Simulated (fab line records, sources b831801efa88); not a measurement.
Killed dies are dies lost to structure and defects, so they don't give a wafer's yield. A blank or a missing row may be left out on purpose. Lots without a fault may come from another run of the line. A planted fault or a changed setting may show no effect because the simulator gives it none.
Which tool did it? | flow sky130 | 13 lots, 39 wafers sampled, at 4 steps of a route of 708

WHAT THE GAUGES READ, wafer by wafer
SKY_NWELL_TW_MEAS_26.
lot  | measured     | on            | NWELL_2_TW
L367 | day 5 10:44  | film_metro-03 | 494 492 493
L368 | day 5 12:44  | film_metro-04 | 501 502 501
L369 | day 5 16:32  | film_metro-02 | 485 486 489
L370 | day 6 00:20  | film_metro-03 | 496 495 496
L371 | day 6 02:56  | film_metro-03 | 497 494 496
L374 | day 7 01:31  | film_metro-04 | 500 502 498
L378 | day 8 01:01  | film_metro-03 | 493 497 493
L380 | day 8 14:20  | film_metro-02 | 489 489 492
L384 | day 10 00:20 | film_metro-02 | 488 486 485
L386 | day 10 04:28 | film_metro-02 | 489 488 491
L388 | day 10 15:22 | film_metro-04 | 492 493 496
L389 | day 10 22:05 | film_metro-04 | 493 496 497
L390 | day 11 03:23 | film_metro-02 | 486 486 486

SKY_POLY_GATE_OVL_MEAS_14.
lot  | measured     | on         | POLY_GATE_OVL (nm)
L367 | day 16 10:50 | overlay-01 | -6 -3 8
L368 | day 16 14:21 | overlay-01 | -5 -1 -6
L369 | day 17 00:34 | overlay-02 | 11 6 3
L370 | day 17 07:55 | overlay-02 | 1 13 5
L371 | day 17 22:43 | overlay-02 | -2 -8 -11
L374 | day 18 18:46 | overlay-01 | -6 -6 -2
L378 | day 20 10:55 | overlay-02 | 6 1 8
L380 | day 21 08:56 | overlay-01 | 5 5 0
L384 | day 23 06:22 | overlay-01 | -2 -4 -4
L386 | day 23 11:05 | overlay-02 | 1 -2 -7
L388 | day 23 23:47 | overlay-02 | -8 -8 0
L389 | day 24 07:00 | overlay-02 | 1 13 5
L390 | day 24 15:55 | overlay-02 | 2 0 6

SKY_LDD_HVP_OVL_MEAS_07.
lot  | measured     | on         | LDD_HVP_OVL (nm)
L367 | day 21 13:54 | overlay-02 | -0.8 0.7 0.6
L368 | day 21 18:06 | overlay-02 | -0.9 -1.2 -0.2
L369 | day 22 04:05 | overlay-02 | -0.9 -1.4 -2.5
L370 | day 22 11:53 | overlay-02 | 0.7 -0.9 -1.2
L371 | day 23 02:32 | overlay-02 | 1.9 2.2 3.7
L374 | day 24 04:34 | overlay-01 | 2.2 1.6 2.7
L378 | day 25 15:29 | overlay-01 | -0.4 1.3 1.0
L380 | day 26 10:33 | overlay-02 | -0.3 -0.5 0.2
L384 | day 28 06:52 | overlay-01 | 1.7 -1.0 -0.6
L386 | day 28 12:01 | overlay-02 | -1.3 -1.5 -0.9
L388 | day 28 23:08 | overlay-01 | -0.1 -0.4 0.0
L389 | day 29 07:42 | overlay-01 | -0.1 0.9 1.2
L390 | day 29 16:14 | overlay-01 | -2.1 -1.5 -0.4

WHICH TOOL RAN EACH LOT (tool, then ch and the chambers of the sampled wafers, then the start)
lot  | SKY_LDD_N_IMPLANT_11
L367 | implanter-03 ch 0, day 17 18:14
L368 | implanter-03 ch 0, day 17 21:57
L369 | implanter-01 ch 0, day 18 08:06
L370 | implanter-03 ch 0, day 18 15:07
L371 | implanter-03 ch 0, day 19 06:24
L374 | implanter-01 ch 0, day 20 08:41
L378 | implanter-01 ch 0, day 21 19:44
L380 | implanter-01 ch 0, day 22 17:22
L384 | implanter-02 ch 0, day 24 14:19
L386 | implanter-02 ch 0, day 24 18:46
L388 | implanter-01 ch 0, day 25 07:08
L389 | implanter-02 ch 0, day 25 15:01
L390 | implanter-02 ch 0, day 25 23:41
- SKY_LDD_N_IMPLANT_11

WHAT THE TOOLS THEMSELVES READ (means of the sampled wafers that have a number; where no wafer has one, the mark that the record gives instead)
SKY_LDD_N_IMPLANT_11.
lot  | tool         | dose_ions_cm2 | faraday_current_uA
L367 | implanter-03 | 7.5e+13       | 422
L368 | implanter-03 | 7.5e+13       | 418
L369 | implanter-01 | 7.5e+13       | 424
L370 | implanter-03 | 7.5e+13       | 422
L371 | implanter-03 | 7.5e+13       | 420
L374 | implanter-01 | 7.5e+13       | 428
L378 | implanter-01 | 6.4e+13       | 363
L380 | implanter-01 | 6.4e+13       | 356
L384 | implanter-02 | 7.5e+13       | 429
L386 | implanter-02 | 7.5e+13       | 429
L388 | implanter-01 | 7.5e+13       | 417
L389 | implanter-02 | 7.5e+13       | 425
L390 | implanter-02 | 7.5e+13       | 424

THE ANSWER, worked out from the rows above alone
Rule: what is usual is taken from the lots themselves. Put in order of their means at a reading, lots are off if they are a third of the lots or fewer, leave a main group of 4 or more, and stand apart from it by a gap of 3 or more times the standard deviation of the main group's means; of several such gaps the widest counts. A main group whose means are all the same, to the digits that the tables above print for the reading, isn't used. A lot without any number at a reading at which 4 lots or more have one is off too. The other lots that the step has rows for count as sound. The gauges are gone through in route order, then the tools' own readings, and for those a lot's mean is taken as printed above. The first step at which some lot is off is used, and at that step the reading that is off furthest; a lot without a number counts as furthest.
Off: L378, L380, at SKY_LDD_N_IMPLANT_11 (faraday_current_uA). The main group: mean 423, standard deviation 4.
A tool fits if, at that step or a process step before it, it ran every lot that is off, and no sound lot after the first of them. None of those tried fits.

WHAT THE SIMULATOR HAD PUT IN
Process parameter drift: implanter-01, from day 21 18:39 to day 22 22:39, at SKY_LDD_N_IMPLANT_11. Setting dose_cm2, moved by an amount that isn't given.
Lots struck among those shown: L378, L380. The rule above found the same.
